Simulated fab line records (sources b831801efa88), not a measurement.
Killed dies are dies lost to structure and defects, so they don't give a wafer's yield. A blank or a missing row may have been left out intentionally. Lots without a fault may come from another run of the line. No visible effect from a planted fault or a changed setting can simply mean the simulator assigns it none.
The tool behind it: which one?	flow sky130	15 lots with 45 wafers sampled at 3 steps, on a route of 708 steps

WHAT THE GAUGES READ, wafer by wafer
SKY_FIELD_ISO_BOW_MEAS_00. Usual: INCOMING_BOW gives 0 um (standard deviation 5.8).
lot	measured	on	INCOMING_BOW (um)	flag
L457	day 1 10:00	film_metro-03	4 -6 2	
L458	day 1 15:00	film_metro-02	-2 8 -14	
L459	day 1 20:01	film_metro-02	9 -1 -2	
L460	day 2 01:00	film_metro-03	13 7 5	
L461	day 2 06:00	film_metro-01	-2 -7 -3	
L462	day 2 11:01	film_metro-02	1 3 -4	
L465	day 3 02:00	film_metro-02	-4 5 -6	
L466	day 3 07:00	film_metro-02	-6 10 -5	
L469	day 3 22:00	film_metro-03	-5 3 -2	
L470	day 4 03:04	film_metro-02	-5 -3 5	
L471	day 4 08:02	film_metro-03	11 -6 1	
L475	day 5 04:02	film_metro-03	-7 -4 -5	
L477	day 5 14:00	film_metro-02	-5 2 -3	
L479	day 6 00:01	film_metro-03	7 1 2	
L480	day 6 05:00	film_metro-03	4 12 3	

SKY_VT_ADJUST_HVTR_CD_MEAS_07: target cd 380 nm. Usual: cd_nm at 380.5 nm, with a standard deviation of 2.6.
lot	measured	on	cd_nm (nm)	flag
L457	day 9 14:29	cd_sem-01	378.5 378.8 380.1	
L458	day 9 21:11	cd_sem-02	379.5 378.2 378.5	
L459	day 10 06:49	cd_sem-02	381.0 379.6 380.0	
L460	day 10 12:14	cd_sem-01	381.0 381.2 381.0	
L461	day 10 21:47	cd_sem-01	381.8 379.9 380.2	
L462	day 11 05:42	cd_sem-02	382.3 380.4 381.5	
L465	day 12 20:41	cd_sem-02	381.5 381.6 380.8	
L466	day 12 22:23	cd_sem-02	376.8 379.9 376.7	
L469	day 13 09:01	cd_sem-02	381.7 378.9 376.5	
L470	day 13 14:13	cd_sem-01	378.1 377.6 380.4	
L471	day 14 06:02	cd_sem-01	381.1 379.3 381.9	
L475	day 15 04:49	cd_sem-02	379.7 380.7 379.2	
L477	day 16 00:00	cd_sem-01	378.5 378.7 380.4	
L479	day 16 10:29	cd_sem-01	382.2 381.8 383.9	
L480	day 16 20:04	cd_sem-02	378.5 377.7 379.3	

TOOL THAT RAN EACH LOT (tool first, then ch and the chambers of the sampled wafers, then the start)
lot	SKY_NWELL_DEVELOP_22
L457	litho_track-03 ch 0, day 5 10:00
L458	litho_track-01 ch 0, day 5 15:00
L459	litho_track-01 ch 0, day 5 22:00
L460	litho_track-01 ch 0, day 6 02:00
L461	litho_track-01 ch 0, day 6 10:00
L462	litho_track-03 ch 0, day 6 15:00
L465	litho_track-01 ch 0, day 8 00:00
L466	litho_track-03 ch 0, day 8 01:00
L469	litho_track-01, day 8 10:00
L470	litho_track-01, day 8 15:00
L471	litho_track-03, day 9 02:00
L475	litho_track-03 ch 0, day 9 20:00
L477	litho_track-01 ch 0, day 10 12:00
L479	litho_track-01 ch 0, day 10 21:00
L480	litho_track-01 ch 0, day 11 06:00
- SKY_NWELL_DEVELOP_22: develop time 60 s.

AS READ BY THE TOOLS THEMSELVES (means over the sampled wafers that have a number; for cases with no such wafer, the mark the record gives instead)
SKY_NWELL_DEVELOP_22. Usual: chill_plate_temp_C at 22.97 C, with a standard deviation of 0.11.
lot	tool	chill_plate_temp_C (C)	flag
L457	litho_track-03	22.86	
L458	litho_track-01	23.01	
L459	litho_track-01	22.99	
L460	litho_track-01	23.08	
L461	litho_track-01	23.05	
L462	litho_track-03	22.95	
L465	litho_track-01	22.94	
L466	litho_track-03	23.00	
L469	litho_track-01	-	OFF
L470	litho_track-01	-	OFF
L471	litho_track-03	-	OFF
L475	litho_track-03	23.00	
L477	litho_track-01	22.96	
L479	litho_track-01	22.97	
L480	litho_track-01	22.96	

THE ANSWER, worked out from the rows above alone
Rule: a lot is off if the mean of its wafers that have a number lies more than 3 standard deviations from the usual mean. Also off: a lot with no number at a reading for which 4 or more lots have one. All remaining lots with rows at the step are treated as sound. After the gauges, taken in route order, come the tools' own readings; for these a lot's mean is taken, as printed above. The first step at which some lot is off is used, and at that step the reading that is off furthest; a lot without a number counts as furthest.
Off: L469, L470, L471 (SKY_NWELL_DEVELOP_22, chill_plate_temp_C). Without a number there: L469, L470, L471.
If a tool, at that step or one of the process steps before it, ran each lot that is off and ran no sound lot following the first of them, it fits. None of those tried fits.

WHAT WAS PUT IN BY THE SIMULATOR
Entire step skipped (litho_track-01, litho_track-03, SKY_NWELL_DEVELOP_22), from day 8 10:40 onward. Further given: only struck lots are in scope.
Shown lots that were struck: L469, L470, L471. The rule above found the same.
